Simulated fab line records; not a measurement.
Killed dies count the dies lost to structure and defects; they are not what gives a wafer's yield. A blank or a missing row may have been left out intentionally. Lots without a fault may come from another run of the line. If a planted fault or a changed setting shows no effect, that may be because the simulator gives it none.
Which tool did it? -- flow sky130 -- 11 lots with 33 wafers sampled at 4 steps, on a route of 708 steps

## WHAT EACH GAUGE READ, for each wafer
SKY_FIELD_ISO_BOW_MEAS_00.
lot,measured,on,INCOMING_BOW (um)
L928,day 1 15:00,film_metro-02,5 0 -3
L929,day 1 20:04,film_metro-03,-9 -3 -8
L930,day 2 01:00,film_metro-01,-4 1 7
L932,day 2 11:00,film_metro-02,8 5 0
L936,day 3 07:00,film_metro-01,-8 8 3
L937,day 3 12:01,film_metro-02,4 1 -10
L938,day 3 17:01,film_metro-01,-1 -3 0
L940,day 4 03:00,film_metro-03,-15 12 -5
L941,day 4 08:01,film_metro-03,-6 3 2
L949,day 6 00:01,film_metro-01,5 -1 4
L950,day 6 05:01,film_metro-01,-4 -1 -9

SKY_GATE_OXIDE_THK_MEAS_02.
lot,measured,on,GATE_OXIDE_OXIDATION_00_THK (nm)
L928,day 13 06:18,film_metro-03,10.09 9.88 9.94
L929,day 13 11:55,film_metro-02,9.95 10.08 9.99
L930,day 14 01:02,film_metro-03,10.55 10.52 10.52
L932,day 14 14:10,film_metro-02,10.21 10.21 10.34
L936,day 15 19:03,film_metro-04,10.19 10.13 10.19
L937,day 16 10:41,film_metro-02,10.61 10.39 10.56
L938,day 16 13:39,film_metro-03,9.06 8.97 9.11
L940,day 17 11:44,film_metro-03,9.42 9.27 9.44
L941,day 17 16:38,film_metro-02,10.27 10.64 10.25
L949,day 20 11:47,film_metro-03,10.24 10.46 10.29
L950,day 20 18:06,film_metro-03,10.57 10.38 10.28

SKY_SD_N_OVL_MEAS_08.
lot,measured,on,SD_N_OVL (nm)
L928,day 28 09:22,overlay-02,-2.4 -1.7 -2.5
L929,day 28 15:14,overlay-02,-0.2 -0.3 -0.8
L930,day 29 06:26,overlay-01,-0.7 -2.1 0.1
L932,day 29 20:02,overlay-01,-0.7 -2.3 -0.4
L936,day 30 23:41,overlay-01,0.3 0.1 0.6
L937,day 31 18:57,overlay-02,-3.6 -0.4 -1.9
L938,day 31 20:46,overlay-02,-1.2 -1.7 0.8
L940,day 32 15:19,overlay-02,1.7 -2.1 0.2
L941,day 32 21:04,overlay-02,1.4 1.0 -0.3
L949,day 35 03:19,overlay-02,-1.7 -0.9 -0.3
L950,day 35 12:36,overlay-02,-0.3 -3.0 -2.8

## WHAT TOOL EACH LOT RAN ON (gives the tool, then ch and the chambers of the sampled wafers, and finally the start)
lot,SKY_GATE_OXIDE_OXIDATION_01
L928,"furnace-02 ch 0, day 13 04:53"
L929,"furnace-02 ch 0, day 13 10:28"
L930,"furnace-01 ch 0, day 13 23:38"
L932,"furnace-01 ch 0, day 14 12:45"
L936,"furnace-02 ch 0, day 15 17:38"
L937,"furnace-01 ch 0, day 16 09:17"
L938,"furnace-01 ch 0, day 16 12:14"
L940,"furnace-01 ch 0, day 17 10:20"
L941,"furnace-02 ch 0, day 17 15:13"
L949,"furnace-01 ch 0, day 20 10:22"
L950,"furnace-02 ch 0, day 20 16:41"
- SKY_GATE_OXIDE_OXIDATION_01: stabilise 600 s, purge 300 s, target thk 10.268 nm.

## AS READ BY THE TOOLS THEMSELVES (means over the sampled wafers that have a number; for cases with no such wafer, the mark the record gives instead)
SKY_GATE_OXIDE_OXIDATION_01.
lot,tool,spike_tc_bottom_C (C),spike_tc_centre_C (C),spike_tc_lower_C (C),spike_tc_top_C (C),spike_tc_upper_C (C),tube_center_temp_C (C),tube_center_temp_C_max,zone_power_centre_pct (%),zone_power_lower_pct (%)
L928,furnace-02,913.3,900.0,900.6,912.9,898.5,900,902.3,20.3,20.2
L929,furnace-02,914.7,898.4,898.9,912.0,897.9,900,902.5,20.2,20.3
L930,furnace-01,917.7,900.2,900.7,909.6,899.2,900,902.3,16.7,17.4
L932,furnace-01,916.2,900.4,900.3,909.7,898.4,900,902.2,16.5,17.1
L936,furnace-02,913.9,899.4,900.2,911.4,897.8,900,902.5,20.0,20.5
L937,furnace-01,917.2,901.1,901.6,910.1,898.4,900,902.4,16.8,17.3
L938,furnace-01,907.4,890.4,890.6,899.9,888.8,890,892.2,16.1,17.0
L940,furnace-01,906.3,890.1,889.7,900.3,889.6,890,892.5,16.2,16.9
L941,furnace-02,913.5,899.2,900.2,912.6,898.8,900,902.4,20.2,20.3
L949,furnace-01,918.0,899.4,901.2,909.8,898.8,900,902.3,16.7,17.2
L950,furnace-02,913.9,898.6,901.1,910.5,898.2,900,902.2,20.0,20.5

## THE ANSWER, worked out from the rows above alone
Rule: the usual values come from the lots themselves. The widest of any qualifying gaps counts: lots, ordered by their means at a reading, are off when they make up no more than a third of the lots, leave a main group of 4 or more, and stand apart from it by 3 or more times the standard deviation of that group's means. A main group whose means are all the same, to the digits that the tables above print for the reading, isn't used. A lot without any number at a reading at which 4 lots or more have one is off too. Any other lot the step has rows for is counted as sound. Order of review: gauges by route order, followed by the tools' own readings, for which a lot's mean as printed above is used. At the first step where some lot is off, the reading lying furthest off is the one used; lots without a number count as furthest.
Off: L938, L940, seen at SKY_GATE_OXIDE_THK_MEAS_02 (GATE_OXIDE_OXIDATION_00_THK). The main group has a mean of 10.29 nm with a standard deviation of 0.19.
If a tool, at a process step before that reading, ran all the lots that are off and no sound lot after the first of them, it fits. The gauges at SKY_GATE_OXIDE_THK_MEAS_02 aren't tried: what is off there is off at SKY_GATE_OXIDE_OXIDATION_01 too, on other tools, and a gauge's error can't cause that. None of those tried fits.

## WHAT THE SIMULATOR HAD INSERTED
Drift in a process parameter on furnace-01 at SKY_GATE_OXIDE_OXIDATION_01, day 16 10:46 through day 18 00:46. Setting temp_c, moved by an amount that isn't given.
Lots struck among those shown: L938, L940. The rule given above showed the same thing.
